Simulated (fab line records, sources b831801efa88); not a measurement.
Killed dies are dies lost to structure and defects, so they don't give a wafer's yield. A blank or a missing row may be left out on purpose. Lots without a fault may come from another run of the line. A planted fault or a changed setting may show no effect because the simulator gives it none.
Problem report in the 8D (eight disciplines) form, filled by code | flow gf180mcu | the parts of the form that need people (team, actions taken, sign-off) are left out

1. THE PROBLEM
developer_temp_C at GF_HV_LDD_DEVELOP_30 reads a mean of 23.91 C on 9 wafers of 3 lots; wafers without a fault read 23.03 C with a standard deviation of 0.098. That is +9.0 standard deviations from the usual mean.
The step: develop time 60 s.
First seen on wafer L619.1, day 13 20:05, on litho_track-02. The record holds 21 wafers of 7 lots with a number at this step. Rule for "out", or "out of limits": more than 4 standard deviations from the usual mean. The other wafers with a number count as sound.

2. WHAT IT IS AND WHAT IT IS NOT
question                    | is                     | is not
which readings at this step | developer_temp_C       | -
which lots                  | L619, L620, L622       | L613, L615, L627, L635
which wafers of those lots  | all that have a number | -
read on which tools         | litho_track-02         | litho_track-01, litho_track-03
when                        | from day 13 20:05      | up to then (6 sound wafers); but 6 sound wafers of L627, L635 came after

3. SUSPECTS, AND WHAT RULES EACH OUT
Counting: a tool at a process step up to the reading stays a suspect if it ran every lot that is out and no sound lot after the first of them.
- litho_track-02 at GF_HV_LDD_DEVELOP_30 (develop time 60 s): kept. It ran every lot that is out, first L619 (day 13 20:05), and no sound lot after that; its last sound lot up to then is L615 (day 12 09:34). Its own readings are out on those wafers: developer_temp_C.
Left after counting: litho_track-02 at GF_HV_LDD_DEVELOP_30.

4. THE CAUSE (what the simulator had put in)
Process parameter drift: litho_track-02, from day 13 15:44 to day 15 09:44, at GF_HV_LDD_DEVELOP_30. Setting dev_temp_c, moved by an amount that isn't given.
Counting left only this tool.

5. THE CHAIN OF EFFECTS, in route order
Each row: a reading whose mean over the struck wafers that have a number lies more than 3 standard deviations from the usual. Only readings for which the record gives a usual standard deviation are gone through. hours: the time from each lot's start at the first step in this table that gives one to its start at this step, as a median over the lots. sigmas: the change in usual standard deviations.
hours | step                 | reading          | usual   | on struck wafers | change | sigmas
0     | GF_HV_LDD_DEVELOP_30 | developer_temp_C | 23.03 C | 23.91            | +0.88  | +9.0
The process steps in it:
- GF_HV_LDD_DEVELOP_30: develop time 60 s.
Later measuring or inspecting steps at which every struck wafer that the step has a row for has a number for every such reading, and none has moved that far: GF_HV_LDD_CD_MEAS_31.

6. WHAT WOULD HAVE CAUGHT IT SOONER
In this record the first reading out of limits was taken at day 13 20:05, 4 hours after the fault began at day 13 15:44.
